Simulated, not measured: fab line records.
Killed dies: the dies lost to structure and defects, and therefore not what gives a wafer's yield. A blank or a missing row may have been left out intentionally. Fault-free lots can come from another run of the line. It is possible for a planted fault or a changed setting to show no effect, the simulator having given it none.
Commonality check across tools ; flow gf180mcu ; Sampled: 12 lots, 36 wafers

## REASON FOR OPENING
Of 12 lots, 1 have the reading HV_LDD_2_TW flagged at GF_HV_LDD_TW_MEAS_23. Fault-free wafers read 1047, with a standard deviation of 12.
Rule: a lot is flagged when every wafer of it that has a number lies more than 4 standard deviations from that mean, or none has a number. The other lots count as sound.

lot;measured;on;HV_LDD_2_TW, wafer by wafer;flag
L587;day 10 16:48;film_metro-04;1040 1035 1037;
L588;day 11 01:06;film_metro-04;1044 1038 1035;
L589;day 11 05:07;film_metro-01;1043 1044 1042;
L592;day 12 06:59;film_metro-02;1069 1064 1065;
L594;day 13 06:52;film_metro-02;1060 1055 1055;
L596;day 13 17:32;film_metro-04;1034 1039 1037;
L597;day 14 02:01;film_metro-04;1031 1033 1039;
L598;day 14 07:57;film_metro-01;1042 1041 1041;
L599;day 14 15:23;film_metro-01;1040 1043 1038;
L600;day 14 19:19;film_metro-01;1034 1041 1042;
L608;day 17 09:40;film_metro-04;1037 1043 1040;
L609;day 17 15:25;film_metro-02;30 30 30;FLAGGED
The numbers of the flagged lots are 30 on average: -1017 against the usual, or -85 standard deviations.

## EACH LOT AND THE TOOL IT RAN ON
Before the reading, the record contains 2 process steps out of a 602-step route. In each cell: the tool, then ch and the chambers that the sampled wafers went through, then the start.
lot;flag;GF_HV_LDD_STRIP_10;GF_HV_LDD_STRIP_22
L587;;plasma_asher-02 ch 0,1, day 9 22:33;plasma_asher-03 ch 0,1, day 10 16:42
L588;;plasma_asher-04 ch 1, day 10 06:38;plasma_asher-03 ch 0,1, day 11 01:00
L589;;plasma_asher-03 ch 0,1, day 10 11:08;plasma_asher-02 ch 0,1, day 11 05:00
L592;;plasma_asher-04 ch 0,1, day 11 11:45;plasma_asher-02 ch 0,1, day 12 06:48
L594;;plasma_asher-02 ch 0, day 12 10:18;plasma_asher-02 ch 0,1, day 13 06:38
L596;;plasma_asher-04 ch 0,1, day 12 21:26;plasma_asher-03 ch 0,1, day 13 17:26
L597;;plasma_asher-04 ch 0, day 13 05:20;plasma_asher-02 ch 0,1, day 14 01:54
L598;;plasma_asher-03 ch 0,1, day 13 11:08;plasma_asher-02 ch 0,1, day 14 07:52
L599;;plasma_asher-04 ch 0,1, day 13 18:29;plasma_asher-03 ch 0,1, day 14 15:17
L600;;plasma_asher-03 ch 1, day 13 22:18;plasma_asher-04 ch 0, day 14 19:12
L608;;plasma_asher-02 ch 0,1, day 16 10:53;plasma_asher-02 ch 1, day 17 09:33
L609;FLAGGED;plasma_asher-04 ch 0,1, day 16 16:29;plasma_asher-03 ch 0,1, day 17 15:20
What the steps here do:
- GF_HV_LDD_STRIP_10: strips in O2/N2.
- GF_HV_LDD_STRIP_22: strips in O2/N2.
- GF_HV_LDD_TW_MEAS_23

## FLAGGED OVER TOTAL, TOOL BY TOOL (the gauges that took the reading come last)
step;tool;lots run;flagged;share of the flagged lots;sound lots run after its first flagged lot
GF_HV_LDD_STRIP_10;plasma_asher-02;3;0;none;-
GF_HV_LDD_STRIP_10;plasma_asher-03;3;0;none;-
GF_HV_LDD_STRIP_10;plasma_asher-04;6;1;all;0
GF_HV_LDD_STRIP_22;plasma_asher-02;6;0;none;-
GF_HV_LDD_STRIP_22;plasma_asher-03;5;1;all;0
GF_HV_LDD_STRIP_22;plasma_asher-04;1;0;none;-
GF_HV_LDD_TW_MEAS_23;film_metro-01;4;0;none;-
GF_HV_LDD_TW_MEAS_23;film_metro-02;3;1;all;0
GF_HV_LDD_TW_MEAS_23;film_metro-04;5;0;none;-

## WHAT THE TABLE PERMITS
Every flagged lot was run by 3 rows of the table: plasma_asher-04 at GF_HV_LDD_STRIP_10, plasma_asher-03 at GF_HV_LDD_STRIP_22 and film_metro-02 at GF_HV_LDD_TW_MEAS_23.
- plasma_asher-04 at GF_HV_LDD_STRIP_10 ran 6 lots, 1 of them flagged. It ran its last sound lot, L599, at day 13 18:29 and its first flagged lot, L609, at day 16 16:29: a fault with its onset between the two fits. Its own readings lie more than 4 standard deviations out on every wafer of the flagged lots: oes_product_au.
- plasma_asher-03 at GF_HV_LDD_STRIP_22 ran 5 lots, 1 of them flagged. It ran its last sound lot, L599, at day 14 15:17 and its first flagged lot, L609, at day 17 15:20: a fault with its onset between the two fits. Its own readings lie more than 4 standard deviations out on every wafer of the flagged lots: strip_time_to_endpoint_s.
- film_metro-02 at GF_HV_LDD_TW_MEAS_23 ran 3 lots, 1 of them flagged. It ran its last sound lot, L594, at day 13 06:52 and its first flagged lot, L609, at day 17 15:25: a fault with its onset between the two fits.
Counting lots can't tell these 3 tools apart, because each fits a fault that began at some hour. More lots, or a look at what each step does to the wafer, might.

## WHAT HAD BEEN PUT IN BY THE SIMULATOR
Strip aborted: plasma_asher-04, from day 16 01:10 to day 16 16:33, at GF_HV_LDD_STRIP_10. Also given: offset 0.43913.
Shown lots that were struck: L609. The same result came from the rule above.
